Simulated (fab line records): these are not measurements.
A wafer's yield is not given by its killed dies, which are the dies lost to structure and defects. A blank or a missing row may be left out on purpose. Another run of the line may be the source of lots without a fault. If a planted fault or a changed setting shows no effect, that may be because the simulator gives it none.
Which tool did it? / flow sky130 / 13 lots with 39 wafers sampled at 2 steps, on a route of 708 steps

WHAT THE GAUGES SHOWED, per wafer
SKY_METAL4_CD_MEAS_13 targets a cd of 300 nm. Usual: cd nm reads 300.1 nm (standard deviation 1.5).
lot=L891; measured=day 41 18:53; on=cd sem-02; cd nm (nm)=301.0 300.4 300.3; flag=
lot=L892; measured=day 42 05:37; on=cd sem-01; cd nm (nm)=300.5 300.9 300.6; flag=
lot=L893; measured=day 42 12:58; on=cd sem-02; cd nm (nm)=301.4 301.1 299.6; flag=
lot=L896; measured=day 43 07:28; on=cd sem-01; cd nm (nm)=302.4 302.6 304.0; flag=
lot=L894; measured=day 43 08:17; on=cd sem-02; cd nm (nm)=301.5 302.8 300.8; flag=
lot=L895; measured=day 43 11:45; on=cd sem-01; cd nm (nm)=298.3 299.3 299.3; flag=
lot=L897; measured=day 43 19:55; on=cd sem-02; cd nm (nm)=301.3 300.1 300.5; flag=
lot=L899; measured=day 44 03:36; on=cd sem-02; cd nm (nm)=300.3 299.2 300.6; flag=
lot=L903; measured=day 45 07:50; on=cd sem-01; cd nm (nm)=301.2 302.0 300.1; flag=
lot=L908; measured=day 46 15:34; on=cd sem-01; cd nm (nm)=298.4 300.1 298.8; flag=
lot=L912; measured=day 47 15:20; on=cd sem-01; cd nm (nm)=300.0 300.6 300.1; flag=
lot=L913; measured=day 47 18:55; on=cd sem-01; cd nm (nm)=300.5 301.4 300.7; flag=
lot=L914; measured=day 48 01:53; on=cd sem-01; cd nm (nm)=299.9 299.8 300.4; flag=

SKY_VIA4_OVL_MEAS_11. Usual: for VIA4_OVL the level is 0.4 nm and the standard deviation is 1.4.
lot=L891; measured=day 42 19:52; on=overlay-02; VIA4_OVL (nm)=0.3 -0.1 0.6; flag=
lot=L892; measured=day 43 06:25; on=overlay-01; VIA4_OVL (nm)=0.8 0.3 0.0; flag=
lot=L893; measured=day 43 13:40; on=overlay-01; VIA4_OVL (nm)=3.0 2.6 3.3; flag=
lot=L896; measured=day 44 07:13; on=overlay-01; VIA4_OVL (nm)=-0.7 -0.6 0.2; flag=
lot=L894; measured=day 44 07:56; on=overlay-01; VIA4_OVL (nm)=0.7 -0.8 0.2; flag=
lot=L895; measured=day 44 11:47; on=overlay-02; VIA4_OVL (nm)=-1.3 -1.1 -1.5; flag=
lot=L897; measured=day 44 19:50; on=overlay-01; VIA4_OVL (nm)=2.4 1.4 2.3; flag=
lot=L899; measured=day 45 03:35; on=overlay-01; VIA4_OVL (nm)=-1.1 -0.7 -2.0; flag=
lot=L903; measured=day 46 06:13; on=overlay-01; VIA4_OVL (nm)=0.9 0.1 0.8; flag=
lot=L908; measured=day 47 13:41; on=overlay-01; VIA4_OVL (nm)=0.2 -0.1 1.3; flag=
lot=L912; measured=day 48 13:08; on=overlay-02; VIA4_OVL (nm)=3.0 2.7 2.4; flag=
lot=L913; measured=day 48 15:20; on=overlay-02; VIA4_OVL (nm)=1.7 2.6 1.2; flag=
lot=L914; measured=day 48 20:56; on=overlay-01; VIA4_OVL (nm)=2.3 3.6 2.1; flag=

TOOL THAT RAN EACH LOT (tool first, then ch and the chambers of the sampled wafers, then the start)
The record shows no process step preceding these readings.

WHAT THE TOOLS THEMSELVES READ (means of the sampled wafers that have a number; where no wafer has one, the mark that the record gives instead)
The record holds no such reading with a usual standard deviation.

THE ANSWER, worked out from the rows above alone
Rule: lot off if the mean of its wafers having a number is beyond 3 standard deviations from the usual mean. Also off: a lot with no number at a reading for which 4 or more lots have one. All remaining lots with rows at the step are treated as sound. First the gauges in route order, then the tools' own readings, where a lot's mean is used as printed above. At the first step where some lot is off, the reading lying furthest off is the one used; lots without a number count as furthest.
No lot is off on any of the readings shown, so nothing can be concluded from this.

WHAT THE SIMULATOR PUT IN
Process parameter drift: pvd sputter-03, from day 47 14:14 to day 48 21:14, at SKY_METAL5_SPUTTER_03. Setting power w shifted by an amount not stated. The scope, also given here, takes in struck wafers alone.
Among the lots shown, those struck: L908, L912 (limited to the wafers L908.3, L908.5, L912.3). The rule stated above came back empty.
